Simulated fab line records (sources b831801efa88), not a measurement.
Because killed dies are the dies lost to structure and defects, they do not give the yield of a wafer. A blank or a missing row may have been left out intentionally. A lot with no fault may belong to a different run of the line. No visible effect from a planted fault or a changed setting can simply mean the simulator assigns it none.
A struck lot beside a sound one / flow sky130 / 20 steps out of a route of 708
Sound: the wafers L515.1, L515.3, L515.5. Struck: wafer L524.3 (left out: L524.2, a lot-mate that was not struck); the cause follows at the end.
Per side, at each step with rows, come the tool, then ch with its chambers, and then its first start. Under that, the readings that differ: sound wafers / struck wafers / difference of the means / sigmas: that difference in standard deviations of wafers without a fault.
alike: words and numbers the same on both sides, and readings whose means are apart by under 2 such deviations; not compared: readings that were withheld, readings missing a value for some wafer, numbers with overlapping values and no deviation given by the record, and bounds like >300 which may hide the same value.
The two part at a step that has a row with sigmas, a row that says differs or no value, or rows on one side only. When numbers do not overlap yet have no deviation, they are printed without sigmas and do not part them. A reading missing from all wafers of one side parts the sides only when that side holds two or more wafers.

first, 2 steps without rows for these wafers: SKY_VT_ADJUST_PCH_PEB_05; SKY_VT_ADJUST_PCH_DEVELOP_06 (develop time 60 s).
SKY_VT_ADJUST_PCH_OVL_MEAS_07:
  sound: overlay-02 at day 10 15:40; struck: overlay-01 at day 13 12:43
  alike: VT_ADJUST_PCH_OVL
following that, these wafers have no rows for 1 step: SKY_VT_ADJUST_PCH_IMPLANT_08.
SKY_VT_ADJUST_PCH_STRIP_09: strips in O2/N2.
  sound on plasma-asher-03 ch 0,1, day 10 15:50; struck on plasma-asher-03 ch 1, day 13 12:53
  alike: drypump-motor-current-A, oes-product-au, strip-time-to-endpoint-s
  not compared: rf-hours-counter-h
SKY_VT_ADJUST_PCH_TW_MEAS_10:
  sound: film-metro-03 at day 10 15:56; struck: film-metro-02 at day 13 13:00
  alike: VT_ADJUST_PCH_TW
then, 6 steps without rows for these wafers: SKY_SONOS_TUNNEL_DEHYDRATE_00 (time 60 s); SKY_SONOS_TUNNEL_HMDS_01 (prime time 60 s); SKY_SONOS_TUNNEL_COAT_02 (resist thk 1140 nm); SKY_SONOS_TUNNEL_SOFTBAKE_03 (time 60 s); SKY_SONOS_TUNNEL_EXPOSE_04 (exposes mask TUNM, target cd 410 nm); SKY_SONOS_TUNNEL_PEB_05.
SKY_SONOS_TUNNEL_DEVELOP_06: develop time 60 s.
  sound on litho-track-02 ch 0, day 11 15:07; struck on litho-track-02 ch 0, day 14 14:50
SKY_SONOS_TUNNEL_OVL_MEAS_08:
  sound: overlay-01 at day 11 15:23; struck: overlay-01 at day 14 15:05
  alike: SONOS_TUNNEL_OVL
then, 3 steps without rows for these wafers: SKY_SONOS_TUNNEL_IMPLANT_09; SKY_SONOS_TUNNEL_WET_ETCH_10 (etches SiO2 in dHF, target depth 14 nm, time 280 s); SKY_SONOS_TUNNEL_STRIP_11 (strips in SPM, time 600 s).
SKY_SONOS_TUNNEL_TW_MEAS_12:
  sound: film-metro-01 at day 11 15:49; struck: film-metro-04 at day 14 15:32
reading=SONOS_TUNNEL_TW; sound=200.9 201.3 201.5; struck=30.4; difference=-170.8; sigmas=-99 or more
then, 1 step without rows for these wafers: SKY_SONOS_TUNNEL_CLEAN_13 (cleans in dHF, time 20 s).
-- the record jumps here: 34 days lie between the struck wafers' starts before and after (it left off in module SONOS_TUNNEL and takes up again in module PAD_OPEN, whose first step shown is number 708 of the route) --
SKY_PAD_OPEN_PROBE_99:
  the record has rows for the struck wafers here (prober-02, day 48 11:57) and none for the sound ones

WHERE THEY PART
At SKY_SONOS_TUNNEL_TW_MEAS_12 first; at SKY_PAD_OPEN_PROBE_99 last (within this record only).

WHY: the cause the simulator had injected
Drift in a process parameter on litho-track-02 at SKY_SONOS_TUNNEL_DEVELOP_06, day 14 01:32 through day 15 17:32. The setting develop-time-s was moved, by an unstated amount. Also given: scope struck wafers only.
